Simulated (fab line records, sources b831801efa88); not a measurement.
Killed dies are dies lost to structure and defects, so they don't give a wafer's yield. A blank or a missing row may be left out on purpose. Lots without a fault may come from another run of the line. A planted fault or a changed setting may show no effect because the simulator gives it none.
A struck lot beside a sound one | flow gf180mcu | 28 steps out of a route of 602
Sound: wafers L570.2, L570.4, L570.5. Struck: wafers L561.1, L561.2, L561.4. The cause comes at the end.
At each step with rows: each side's tool, then ch and its chambers, then its first start. Under that, the readings that differ: sound wafers | struck wafers | difference of the means | sigmas: that difference in standard deviations of wafers without a fault.
alike: readings whose means differ by less than 2 such deviations, and words and numbers that are the same on both sides. not compared: withheld readings, readings that some wafer has no value for, bounds like >300 that may hide the same value, and numbers for which the record gives no deviation and whose values overlap.
The two part at a step that has a row with sigmas, a row that says differs or no value, or rows on one side only. Numbers that don't overlap but have no deviation are shown without sigmas and don't part them. A reading that every wafer of one side lacks parts them only if that side has two wafers or more.

first, 1 step without rows for these wafers: GF_V5_ETCH_17 (etches SiO2 in C4F8/O2/Ar, stops on TiN, target depth 855 nm).
GF_V5_STRIP_18: strips in O2/N2.
  sound on plasma_asher-01 ch 0,1, day 31 09:56; struck on plasma_asher-04 ch 0,1, day 29 03:00
  alike: drypump_motor_current_A, heater_power_w, oes_product_au
  not compared: rf_hours_counter_h
then, 2 steps without rows for these wafers: GF_V5_STRIP_19 (strips in post etch residue remover, time 1200 s); GF_V5_CLEAN_20 (cleans in DIW).
GF_V5_SPUTTER_21: material Ti, target thk 15 nm, time 80.02 s.
  sound on pvd_sputter-03, day 31 10:29; struck on pvd_sputter-04, day 29 03:32
  alike: cathode_dc_power_W, chamber_pressure_pa, throttle_valve_pct
then, 1 step without rows for these wafers: GF_V5_SPUTTER_22 (material TiN, target thk 10 nm, time 40 s).
GF_V5_CVD_23: deposits W, target thk 350 nm, time 104.9 s.
  sound on cvd_w-02 ch 0,1, day 31 10:35; struck on cvd_w-01 ch 0,1, day 29 03:38
  alike: heater_power_w
GF_V5_RS_MEAS_24: measures by four-point-probe.
  sound on film_metro-03, day 31 10:43; struck on film_metro-02, day 29 03:45
  alike: V5_W_RS
GF_V5_THK_MEAS_25: measures by xrf.
  sound on film_metro-03, day 31 10:50; struck on film_metro-02, day 29 03:52
  alike: V5_W_THK
then, 2 steps without rows for these wafers: GF_V5_CMP_26 (polishes, stops on SiO2, t overpolish 15 s, target thk 0 nm); GF_TOP_METAL_SPUTTER_00 (material Ti, target thk 37.5 nm, time 150 s).
GF_TOP_METAL_SPUTTER_01: material TiN, target thk 30 nm, time 25 s.
  sound on pvd_sputter-02, day 31 11:17; struck on pvd_sputter-02, day 29 04:20
  alike: cathode_dc_power_W, chamber_pressure_pa, throttle_valve_pct
GF_TOP_METAL_SPUTTER_02: material AlCu, target thk 900 nm, time 47.82 s.
  sound on pvd_sputter-02, day 31 11:19; struck on pvd_sputter-02, day 29 04:22
  no value came back on the struck wafers for cathode_dc_power_W (W), chamber_pressure_pa (Pa), throttle_valve_pct (%); on the sound wafers cathode_dc_power_W (W) reads 10602 10600 10598
then, 1 step without rows for these wafers: GF_TOP_METAL_SPUTTER_03 (material Ti, target thk 5 nm, time 3.3 s).
GF_TOP_METAL_SPUTTER_04: material TiN, target thk 25 nm, time 20.8 s.
  sound on pvd_sputter-02, day 31 11:22; struck on pvd_sputter-02, day 29 04:25
  alike: cathode_dc_power_W, chamber_pressure_pa, throttle_valve_pct
GF_TOP_METAL_RS_MEAS_05: measures by four-point-probe.
  sound on film_metro-01, day 31 11:25; struck on film_metro-01, day 29 04:27
  reading                    | sound                | struck               | difference | sigmas
  TOP_METAL_ALCU_RS (ohm/sq) | 0.0329 0.0329 0.0329 | 9.6670 9.6103 9.6214 | +9.6000    | +99 or more
GF_TOP_METAL_THK_MEAS_06: measures by xrf.
  sound on film_metro-01, day 31 11:32; struck on film_metro-01, day 29 04:34
  reading                 | sound       | struck   | difference | sigmas
  TOP_METAL_ALCU_THK (nm) | 883 882 878 | <0 <0 <0 | differs    |
then, 7 steps without rows for these wafers: GF_TOP_METAL_DEHYDRATE_07 (time 60 s); GF_TOP_METAL_HMDS_08 (prime time 60 s); GF_TOP_METAL_COAT_09 (resist thk 1500 nm); GF_TOP_METAL_SOFTBAKE_10 (time 60 s); GF_TOP_METAL_EXPOSE_11 (exposes mask MetalTop, target cd 440 nm); GF_TOP_METAL_PEB_12; GF_TOP_METAL_DEVELOP_13 (develop time 60 s).
GF_TOP_METAL_CD_MEAS_14: target cd 440 nm.
  sound on cd_sem-01, day 32 04:43; struck on cd_sem-01, day 29 22:50
  alike: cd_nm
GF_TOP_METAL_OVL_MEAS_15:
  sound on overlay-01, day 32 04:49; struck on overlay-01, day 29 22:58
  reading            | sound          | struck       | difference | sigmas
  TOP_METAL_OVL (nm) | -2.1 -3.8 -3.1 | 0.6 -0.3 0.5 | +3.3       | +3
GF_TOP_METAL_METAL_ETCH_16: etches the open film in Cl2/BCl3, stops on SiO2, target depth 1077.5 nm, time 179.6 s.
  sound on rie_metal-04 ch 1, day 32 04:51; struck on rie_metal-04 ch 0,1, day 29 22:59
  reading                | sound                | struck               | difference | sigmas
  oes_product_au (a.u.)  | 0.959 0.960 0.959    | 0.989 0.990 0.987    | +0.029     | +5
  throttle_valve_pct (%) | 28.257 28.263 28.265 | 28.229 28.239 28.237 | -0.027     | -3
  alike: drypump_motor_current_A, rf_fwd_power_W
  not compared: rf_hours_counter_h
then, 1 step without rows for these wafers: GF_TOP_METAL_STRIP_17 (strips in O2/N2).

WHERE THEY PART
First at GF_TOP_METAL_SPUTTER_02; last, within this record, at GF_TOP_METAL_METAL_ETCH_16.

WHY: what the simulator had put in
Skipped step whole: pvd_sputter-02, from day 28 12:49 on, at GF_TOP_METAL_SPUTTER_02. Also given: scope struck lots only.
